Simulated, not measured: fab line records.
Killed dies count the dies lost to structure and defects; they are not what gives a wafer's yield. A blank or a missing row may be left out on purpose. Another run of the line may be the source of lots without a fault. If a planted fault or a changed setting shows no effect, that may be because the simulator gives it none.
fab line records    flow sky130
record: lots: 11  wafers: 33  last-day: 51
route steps=708 shown METAL1@439 VIA1@458 PAD_OPEN@708
lots with no fault: from the same line, run without faults
start-h: start of the lot's first displayed wafer, in hours after the record's first day    wait-h: hours since the lot's step before    " same as the row above    L1.1+2: a row that stands for several wafers    - no value present, or no start provided    * or withheld: withheld    < > ~ a bound
route shown NAME@n: a module of which the file shows steps, and the number in the route of the first    usual: mean/standard deviation of fault-free wafers    same: alike in all rows    chamber/n: place in a boat    sites: per-site readings    _std_site: how widely they spread, as a standard deviation    _edge_site: the outer-site mean with the inner-site mean subtracted    radius-mm: how far each site lies from the wafer's centre    mask NAME#n: copy n    behind: the most recent tool/chamber to have shaped the wafer    hold: why the lot was held/for how many hours/how that ended    device: the n, p or np transistor that did not switch    end of line: the same wafers' tests at the end of the route    a step with no rows: only its recipe    killed: dies that structure and defects cost at the first sort, which is not the same as the wafer's yield    map: a wafer's dies, x killed, . not, _ none there
set.NAME: the run value of the setting; set.NAME@STEP: its run value at that earlier step    model.NAME: the simulator's own value behind a step, which no gauge read
route steps across a sampled set of lots; one table per step, one row per wafer
services: the hour from which a tool's chamber was out of use, counted from the record's first day as start-h (under 0 if before that day), plus the number of hours and why
== steps ==
step: SKY_METAL1_RS_MEAS_05
recipe: thk-meas-gauge: four-point-probe  reads: TiN_of_METAL1_SPUTTER_04+Ti_of_METAL1_SPUTTER_03+AlCu_of_METAL1_SPUTTER_02+TiN_of_METAL1_SPUTTER_01+Ti_of_METAL1_SPUTTER_00
usual: METAL1_ALCU_RS: 0.1263/0.0012
lot.wafer  tool           chamber  start-h  wait-h  METAL1_ALCU_RS[ohm/sq]
L550.1     film-metro-03  -        735.82   0.0     0.1232
L550.2     "              -        "        "       0.1247
L550.5     "              -        "        "       0.1248
L553.1     film-metro-03  -        763.22   0.0     0.1264
L553.2     "              -        "        "       0.1278
L553.5     "              -        "        "       0.1277
L557.2     film-metro-02  -        789.99   0.0     0.1281
L557.5     "              -        "        "       0.1271
L557.6     "              -        "        "       0.1275
L558.2     film-metro-02  -        801.26   0.0     0.1252
L558.4     "              -        "        "       0.1256
L558.6     "              -        "        "       0.1257
L566.2     film-metro-02  -        879.09   0.0     0.1272
L566.3     "              -        "        "       0.1274
L566.4     "              -        "        "       0.1263
L567.3     film-metro-03  -        887.11   0.1     0.1263
L567.5     "              -        "        "       0.1257
L567.6     "              -        "        "       0.1254
L568.3     film-metro-02  -        892.16   0.1     0.1276
L568.4     "              -        "        "       0.1268
L568.5     "              -        "        "       0.1254
L570.2     film-metro-04  -        905.73   0.0     0.1275
L570.5     "              -        "        "       0.1284
L570.6     "              -        "        "       0.1279
L569.1     film-metro-04  -        906.43   0.0     0.1253
L569.2     "              -        "        "       0.1263
L569.4     "              -        "        "       0.1276
L571.1     film-metro-02  -        907.53   0.0     0.1273
L571.3     "              -        "        "       0.1265
L571.5     "              -        "        "       0.1269
L572.1     film-metro-03  -        945.02   0.0     0.1260
L572.2     "              -        "        "       0.1254
L572.4     "              -        "        "       0.1256
step: SKY_METAL1_CD_MEAS_15
recipe: target-cd-nm: 140
usual: cd-nm: 140.2/1.4
lot.wafer  tool       chamber  start-h  wait-h  cd-nm
L550.1     cd-sem-01  -        762.82   -       141.4
L550.2     "          -        "        "       141.9
L550.5     "          -        "        "       141.2
L553.1     cd-sem-02  -        790.19   -       140.0
L553.2     "          -        "        "       140.8
L553.5     "          -        "        "       140.9
L557.2     cd-sem-01  -        816.82   -       139.8
L557.5     "          -        "        "       138.9
L557.6     "          -        "        "       137.6
L558.2     cd-sem-02  -        827.54   -       139.8
L558.4     "          -        "        "       141.4
L558.6     "          -        "        "       139.4
L566.2     cd-sem-01  -        904.34   -       138.8
L566.3     "          -        "        "       138.3
L566.4     "          -        "        "       139.2
L567.3     cd-sem-02  -        912.23   -       138.8
L567.5     "          -        "        "       138.5
L567.6     "          -        "        "       140.5
L568.3     cd-sem-02  -        917.68   -       142.4
L568.4     "          -        "        "       142.8
L568.5     "          -        "        "       141.9
L570.2     cd-sem-01  -        930.87   -       140.1
L570.5     "          -        "        "       139.8
L570.6     "          -        "        "       140.0
L569.1     cd-sem-02  -        931.14   -       139.9
L569.2     "          -        "        "       139.8
L569.4     "          -        "        "       140.3
L571.1     cd-sem-01  -        931.77   -       141.2
L571.3     "          -        "        "       139.4
L571.5     "          -        "        "       140.7
L572.1     cd-sem-02  -        969.89   -       140.9
L572.2     "          -        "        "       141.0
L572.4     "          -        "        "       141.2
step: SKY_VIA1_HDPCVD_00
recipe: material: SiO2  target-thk-nm: 1030  sigma-open-frac: 0.3  time-s: 171.7  temp-c: 400  sih4-flow-sccm: 60  pressure-mtorr: 6
usual: sih4-flow-sccm: 60.02/0.19
lot.wafer  tool       chamber  start-h  wait-h  sih4-flow-sccm
L550.1     hdpcvd-02  1        763.75   0.0     60.00
L550.2     "          0        "        "       60.09
L550.5     "          1        "        "       60.05
L553.1     hdpcvd-02  0        791.12   0.0     60.40
L553.2     "          2        "        "       60.09
L553.5     "          1        "        "       59.62
L557.2     hdpcvd-02  1        817.74   0.0     59.95
L557.5     "          0        "        "       60.17
L557.6     "          2        "        "       51.27
L558.2     hdpcvd-01  1        828.45   0.0     59.59
L558.4     "          1        "        "       59.73
L558.6     "          0        "        "       59.92
L566.2     hdpcvd-01  0        905.26   0.0     60.02
L566.3     "          2        "        "       59.75
L566.4     "          1        "        "       59.85
L567.3     hdpcvd-02  1        913.14   0.0     59.70
L567.5     "          2        "        "       60.30
L567.6     "          0        "        "       59.74
L568.3     hdpcvd-01  0        918.61   0.0     60.00
L568.4     "          0        "        "       59.88
L568.5     "          2        "        "       60.23
L570.2     hdpcvd-02  2        931.84   0.0     60.09
L570.5     "          2        "        "       59.99
L570.6     "          1        "        "       60.09
L569.1     hdpcvd-01  2        932.17   0.0     59.71
L569.2     "          0        "        "       59.79
L569.4     "          1        "        "       60.14
L571.1     hdpcvd-01  2        932.81   0.0     60.06
L571.3     "          1        "        "       59.89
L571.5     "          0        "        "       59.79
L572.1     hdpcvd-02  2        970.83   0.0     60.16
L572.2     "          0        "        "       59.79
L572.4     "          2        "        "       60.20
step: SKY_VIA1_THK_MEAS_01
recipe: reads: SiO2_of_VIA1_HDPCVD_00
usual: VIA1_HDPCVD_THK: 1031/10
lot.wafer  tool           chamber  start-h  wait-h  VIA1_HDPCVD_THK[nm]
L550.1     film-metro-04  -        763.86   0.1     1018
L550.2     "              -        "        "       1043
L550.5     "              -        "        "       1022
L553.1     film-metro-04  -        791.24   0.1     1033
L553.2     "              -        "        "       1039
L553.5     "              -        "        "       1023
L557.2     film-metro-04  -        817.87   0.1     1016
L557.5     "              -        "        "       1041
L557.6     "              -        "        "       890
L558.2     film-metro-03  -        828.57   0.1     1038
L558.4     "              -        "        "       1029
L558.6     "              -        "        "       1026
L566.2     film-metro-03  -        905.39   0.1     1024
L566.3     "              -        "        "       1020
L566.4     "              -        "        "       1025
L567.3     film-metro-01  -        913.27   0.1     1032
L567.5     "              -        "        "       1046
L567.6     "              -        "        "       1036
L568.3     film-metro-01  -        918.74   0.1     1021
L568.4     "              -        "        "       1031
L568.5     "              -        "        "       1016
L570.2     film-metro-04  -        931.96   0.1     1046
L570.5     "              -        "        "       1054
L570.6     "              -        "        "       1033
L569.1     film-metro-01  -        932.29   0.1     1028
L569.2     "              -        "        "       1036
L569.4     "              -        "        "       1045
L571.1     film-metro-01  -        932.92   0.1     1015
L571.3     "              -        "        "       1027
L571.5     "              -        "        "       1036
L572.1     film-metro-01  -        970.95   0.1     1060
L572.2     "              -        "        "       1042
L572.4     "              -        "        "       1058
step: SKY_VIA1_ETCH_14
recipe: chemistry: N2/H2  target: BARC  ion-energy-ev: 200  source-w: 500  bias-w: 100  pressure-mtorr: 30  n2-flow-sccm: 100  h2-flow-sccm: 200  stop-on: SiO2  time-s: 45.9  target-depth-a: 600
usual: drypump-motor-current-A: 5.7/0.34  oes-product-au: 0.855/0.0059  throttle-valve-pct: 13.225/0.01
lot.wafer  tool         chamber  start-h  wait-h  drypump-motor-current-A  oes-product-au  rf-hours-counter-h  throttle-valve-pct
L550.1     rie-diel-04  3        790.82   0.0     6.1                      0.855           7                   13.227
L550.2     "            2        "        "       5.5                      0.851           9                   13.228
L550.5     "            3        "        "       6.2                      0.847           -                   13.212
L553.1     rie-diel-03  1        818.42   0.0     5.7                      0.847           19                  13.228
L553.2     "            3        "        "       5.9                      0.856           0                   13.224
L553.5     "            1        "        "       5.7                      0.858           -                   13.216
L557.2     rie-diel-02  1        844.12   0.0     5.2                      0.853           2                   13.236
L557.5     "            0        "        "       5.3                      0.855           -                   13.224
L557.6     "            3        "        "       6.0                      0.862           -                   13.227
L558.2     rie-diel-02  0        855.70   0.0     5.3                      0.848           7                   13.233
L558.4     "            2        "        "       5.9                      0.847           18                  13.234
L558.6     "            0        "        "       5.3                      0.853           -                   13.215
L566.2     rie-diel-03  2        930.62   0.0     6.0                      0.859           5                   13.238
L566.3     "            0        "        "       5.1                      0.849           9                   13.217
L566.4     "            3        "        "       5.9                      0.851           4                   13.243
L567.3     rie-diel-04  1        938.30   0.0     6.1                      0.858           23                  13.212
L567.5     "            1        "        "       6.1                      0.858           -                   13.226
L567.6     "            2        "        "       5.5                      0.853           -                   13.215
L568.3     rie-diel-03  2        942.75   0.0     6.0                      0.857           6                   13.222
L568.4     "            0        "        "       5.1                      0.855           9                   13.220
L568.5     "            1        "        "       5.8                      0.862           -                   13.219
L570.2     rie-diel-03  2        957.17   0.0     6.0                      0.866           6                   13.210
L570.5     "            2        "        "       6.0                      0.858           -                   13.225
L570.6     "            3        "        "       5.9                      0.851           -                   13.231
L569.1     rie-diel-02  0        957.50   0.0     5.3                      0.865           10                  13.205
L569.2     "            1        "        "       5.2                      0.848           5                   13.232
L569.4     "            1        "        "       5.2                      0.849           -                   13.230
L571.1     rie-diel-03  0        958.47   0.0     5.1                      0.851           10                  13.245
L571.3     "            3        "        "       5.9                      0.845           5                   13.235
L571.5     "            3        "        "       5.9                      0.860           -                   13.229
L572.1     rie-diel-02  3        995.47   0.0     6.0                      0.854           11                  13.201
L572.2     "            1        "        "       5.2                      0.852           7                   13.225
L572.4     "            0        "        "       5.3                      0.856           12                  13.216
step: SKY_PAD_OPEN_PROBE_99
usual: defect-limited-yield: 82.3/2.1  killed_at_M0_to_M3: 44/7.2  killed_at_M4_up: 3.1/1.7  killed-at-contacts: 24/5.2  killed-at-front-end: 15/4.1  killed-at-other: 0.3/0.61  killed-dies: 87/10  killed-open: 48/7.5  killed-short: 39/6.6  sort_bin_3_pad_short: 0.8/0.39  sort_bin_5_function: 10.4/1.7  sort_bin_6_memory: 6.5/1.1  sort-n-pass: 405/10  sort-yield-pct: 82.3/2.1
same: gross-dies: 492  killed-at-back-side: 0  sort_bin_4_leakage[%]: 0  sort_bin_8_speed[%]: 0
lot.wafer  tool       chamber  start-h  wait-h  defect-limited-yield[%]  killed_at_M0_to_M3  killed_at_M4_up  killed-at-contacts  killed-at-front-end  killed-at-other  killed-dies  killed-open  killed-short  sort_bin_3_pad_short[%]  sort_bin_5_function[%]  sort_bin_6_memory[%]  sort-n-pass  sort-yield-pct[%]
L566.2     prober-02  -        1179.17  0.1     85.0                     38                  4                17                  15                   0                74           41           33            0.4                      9.3                     5.3                   418          85.0
L566.3     prober-02  -        1179.22  0.2     82.7                     36                  4                31                  14                   0                85           42           43            0                        11.2                    6.1                   407          82.7
L566.4     prober-02  -        1179.27  0.2     83.5                     42                  4                24                  11                   0                81           48           33            1.0                      8.9                     6.5                   411          83.5
L567.3     prober-01  -        1182.80  0.2     82.3                     57                  5                15                  10                   0                87           50           36            0.4                      11.4                    5.9                   405          82.3
L567.5     prober-01  -        1182.90  0.2     81.1                     44                  5                27                  17                   0                93           52           40            0.8                      11.4                    6.7                   399          81.1
L567.6     prober-01  -        1182.95  0.2     81.7                     46                  8                24                  12                   0                90           43           45            0.6                      12.2                    5.5                   402          81.7
killed by level:class
L566.2 VIA1:geometric-particle:open=8 VIA2:geometric-particle:open=8 LI_CONTACT:geometric-particle:open=7 VIA3:geometric-particle:open=6 LI_CONTACT:geometric-particle:short=5 POLY_GATE:geometric-particle:short=4 FIELD_ISO:geometric-particle:short=3 POLY_GATE:geometric-particle:open=3
L566.3 CONTACT:geometric-particle:open=11 VIA1:geometric-particle:open=9 METAL1:geometric-particle:short=8 LI_CONTACT:geometric-particle:open=6 LI_CONTACT:geometric-particle:short=5 LOCAL_INTERCONNECT:geometric-particle:short=5 METAL2:geometric-particle:short=5 METAL4:geometric-particle:short=4
L566.4 CONTACT:geometric-particle:open=12 VIA2:geometric-particle:open=7 VIA1:geometric-particle:open=7 FIELD_ISO:geometric-particle:short=5 METAL3:geometric-particle:short=5 VIA3:geometric-particle:open=5 METAL2:geometric-particle:open=5 METAL2:geometric-particle:short=5
L567.3 VIA1:geometric-particle:open=12 METAL2:geometric-particle:short=9 METAL1:geometric-particle:short=8 VIA3:geometric-particle:open=7 CONTACT:geometric-particle:open=5 METAL2:geometric-particle:open=5 LI_CONTACT:geometric-particle:open=4 VIA1:geometric-particle:short=4
L567.5 CONTACT:geometric-particle:open=11 VIA1:geometric-particle:open=10 METAL2:geometric-particle:short=8 VIA3:geometric-particle:open=8 VIA2:geometric-particle:open=7 LI_CONTACT:geometric-particle:open=6 LI_CONTACT:geometric-particle:short=5 METAL4:geometric-particle:short=5
L567.6 CONTACT:geometric-particle:open=10 METAL2:geometric-particle:short=8 VIA1:geometric-particle:open=7 VIA2:geometric-particle:open=6 METAL3:geometric-particle:short=5 VIA3:geometric-particle:open=5 CONTACT:geometric-particle:short=4 METAL1:geometric-particle:short=4
== services ==
tool         chamber  start-h  hours  kind
rie-diel-03  2        746.97   -      clean
rie-diel-03  2        746.97   17.1   scheduled-down
rie-diel-03  2        746.97   17.1   vent-cycle
rie-diel-02  -        757.52   1.9    repair
rie-diel-03  3        783.43   -      clean
rie-diel-03  3        783.43   26.2   scheduled-down
rie-diel-03  3        783.43   26.2   vent-cycle
hdpcvd-01    -        804.60   0.7    repair
hdpcvd-02    -        828.77   28.1   pm
hdpcvd-01    0        851.33   3.0    repair
rie-diel-02  0        872.48   1.3    repair
rie-diel-02  1        881.13   3.4    repair
hdpcvd-01    2        890.14   1.9    repair
rie-diel-02  2        902.98   2.7    repair
rie-diel-02  2        908.44   32.3   repair
rie-diel-03  2        912.22   7.2    repair
rie-diel-04  2        918.50   6.0    repair
rie-diel-02  1        922.87   1.2    repair
rie-diel-02  3        943.60   7.1    repair
hdpcvd-01    -        950.25   15.0   pm
hdpcvd-01    0        950.25   15.0   vent-cycle
hdpcvd-01    -        965.25   2.8    pm
hdpcvd-02    -        968.00   2.8    pm
hdpcvd-01    -        982.11   1.8    repair
== key ==
first-sign: step: SKY_VIA1_HDPCVD_00  reading: sih4-flow-sccm  direction: down  sigmas: 47  usual: 60.02  struck: 51.27
effect: step: SKY_VIA1_THK_MEAS_01  reading: VIA1_HDPCVD_THK  direction: down  sigmas: 14  usual: 1031  struck: 890
met-at SKY_VIA1_HDPCVD_00
struck-lots L557
struck-wafers L557.6
not-acting-at SKY_METAL1_RS_MEAS_05,SKY_METAL1_CD_MEAS_15,SKY_VIA1_ETCH_14
onset-between 791.12 817.74
fault: kind: process-parameter-drift  tool: hdpcvd-02  chamber: 2  onset-h: 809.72  steps: SKY_VIA1_HDPCVD_00  channel: sih4-flow-sccm  offset: -9  shape: step  end-h: 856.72  acts-in: these-recipes-only  stated: 60
